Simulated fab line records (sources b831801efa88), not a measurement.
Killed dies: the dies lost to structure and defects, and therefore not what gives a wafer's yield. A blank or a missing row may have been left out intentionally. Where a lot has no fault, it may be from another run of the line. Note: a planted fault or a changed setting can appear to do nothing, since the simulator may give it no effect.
Lot-split experiment | flow sfq-line | 23 wafers read from 5 lots, route of 325 steps

SPLIT DETAILS
At SFQ_TRILAYER_M4_ETCH_METAL_ETCH_096 (etches Nb in Cl2/Ar, stops on SiO2, target depth 240 nm, time 120 s), the setting time-s was moved away from the recipe's 120 s on 11 of the 23 wafers read, by -11.4% to +14.0%. All remaining wafers had this setting at the recipe value.

The reading is taken at the split's own step.

THE READING
KrF_of_TRILAYER_M4_LITHO_COAT_093.thk-nm (the simulator's own value, which no gauge read), in nm, at SFQ_TRILAYER_M4_ETCH_METAL_ETCH_096 (etches Nb in Cl2/Ar, stops on SiO2, target depth 240 nm, time 120 s). The file does not state a usual value for it. Here, 12 wafers ran the recipe; their average is 379.2 nm with a standard deviation of 2.9 nm.

wafer  | tool, chamber at the split | time-s as run, s | against the recipe | KrF_of_TRILAYER_M4_LITHO_COAT_093.thk-nm, nm | against lot-mates on the recipe
L074.4 | rie-metal-03, 1            | 120              | recipe             | 382.9                                        | -
L074.5 | rie-metal-03, 0            | 120              | recipe             | 380.1                                        | -
L074.6 | rie-metal-03, 1            | 120              | recipe             | 384.7                                        | -
L076.1 | rie-metal-04, 1            | 111.7            | -6.9%              | 385.6                                        | +7.8
L076.2 | rie-metal-04, 0            | 111.7            | -6.9%              | 388.8                                        | +10.9
L076.3 | rie-metal-04, 0            | 120              | recipe             | 378.3                                        | -
L076.4 | rie-metal-04, 1            | 120              | recipe             | 377.4                                        | -
L076.6 | rie-metal-04, 1            | 111.7            | -6.9%              | 384.6                                        | +6.8
L080.1 | rie-metal-04, 0            | 131.6            | +9.7%              | 364.5                                        | -11.5
L080.2 | rie-metal-04, 1,0          | 120              | recipe             | 376.4                                        | -
L080.6 | rie-metal-04, 1,0          | 120              | recipe             | 376.4                                        | -
L080.4 | rie-metal-04, 0            | 131.6            | +9.7%              | 362.6                                        | -13.4
L080.5 | rie-metal-04, 1            | 120              | recipe             | 375.1                                        | -
L084.2 | rie-metal-03, 1            | 136.8            | +14.0%             | 360.7                                        | -21.2
L084.3 | rie-metal-03, 1            | 136.8            | +14.0%             | 364                                          | -17.9
L084.4 | rie-metal-03, 1            | 120              | recipe             | 381.6                                        | -
L084.5 | rie-metal-03, 1            | 136.8            | +14.0%             | 359.8                                        | -22.1
L084.6 | rie-metal-03, 1            | 120              | recipe             | 382.2                                        | -
L085.1 | rie-metal-04, 0            | 120              | recipe             | 376.9                                        | -
L085.2 | rie-metal-04, 1            | 106.3            | -11.4%             | 392.3                                        | +14.6
L085.3 | rie-metal-04, 0            | 120              | recipe             | 378.6                                        | -
L085.5 | rie-metal-04, 1            | 106.3            | -11.4%             | 391.7                                        | +13.9
L085.6 | rie-metal-04, 0            | 106.3            | -11.4%             | 393.9                                        | +16.1
If several chambers appear in one row, that row covers several wafers at once and the file leaves open which wafer was in which chamber.

FIT RESULTS
A straight line over all 23 wafers: KrF_of_TRILAYER_M4_LITHO_COAT_093.thk-nm changes by -1.26 nm for each +1% of time-s; r = -0.97; the points scatter about the line by 2.7 nm.
The same after taking each lot's own level away (the mean of its wafers on the recipe; 23 wafers): -1.36 nm for each +1%; r = -0.99; scatter 1.5 nm.
Per that fit: largest time-s move, reading shift of 19 nm.
Across the lots, their own levels run from 375.97 to 382.57 nm, a range of 2.3 times the standard deviation given above.
Consequently the slope shifts little with the lot-to-lot level, the two slopes agreeing.
Check: -18.9 nm against its lot-mates is what the line predicts for one of the wafers moved furthest among these (+14.0%) when that wafer is left out of the fit. It came out at -21.2 nm against them.

OTHER SPLITS APPLIED TO THESE WAFERS
Before the reading, these wafers also passed through other splits. Each is held against what the fit with the lots' levels taken away leaves over:
other split on the same wafers                      | wafers away from the commonest value | r with KrF_of_TRILAYER_M4_LITHO_COAT_093.thk-nm (lot level and that fit taken away)
SFQ_TRILAYER_I1_VIA_BARC_OPEN_VIA_ETCH_071 time-s   | 6                                    | -0.39
SFQ_TRILAYER_M2_LITHO_COAT_057 spin-rpm             | 5                                    | +0.18
SFQ_TRILAYER_I2_DEP_PECVD_063 time-s                | 5                                    | -0.18
SFQ_TRILAYER_I2_VIA_LITHO_COAT_067 spin-rpm         | 7                                    | -0.23
SFQ_TRILAYER_I2_VIA_BARC_OPEN_VIA_ETCH_096 source-w | 11                                   | -0.31
SFQ_TRILAYER_M3_ETCH_METAL_ETCH_078 icp-w           | 8                                    | +0.26
SFQ_TRILAYER_I3_DEP_PECVD_081 time-s                | 10                                   | -0.09
SFQ_TRILAYER_I3_VIA_LITHO_PEB_088 peb-time-s        | 7                                    | -0.01
SFQ_TRILAYER_I3_VIA_BARC_OPEN_VIA_ETCH_121 source-w | 10                                   | +0.35
SFQ_TRILAYER_M4_LITHO_COAT_098 resist-thk-nm        | 7                                    | -0.32

FILE'S OWN FIT
KrF_of_TRILAYER_M4_LITHO_COAT_093.thk-nm changes by -1.36 nm for each +1% of time-s, r = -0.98.
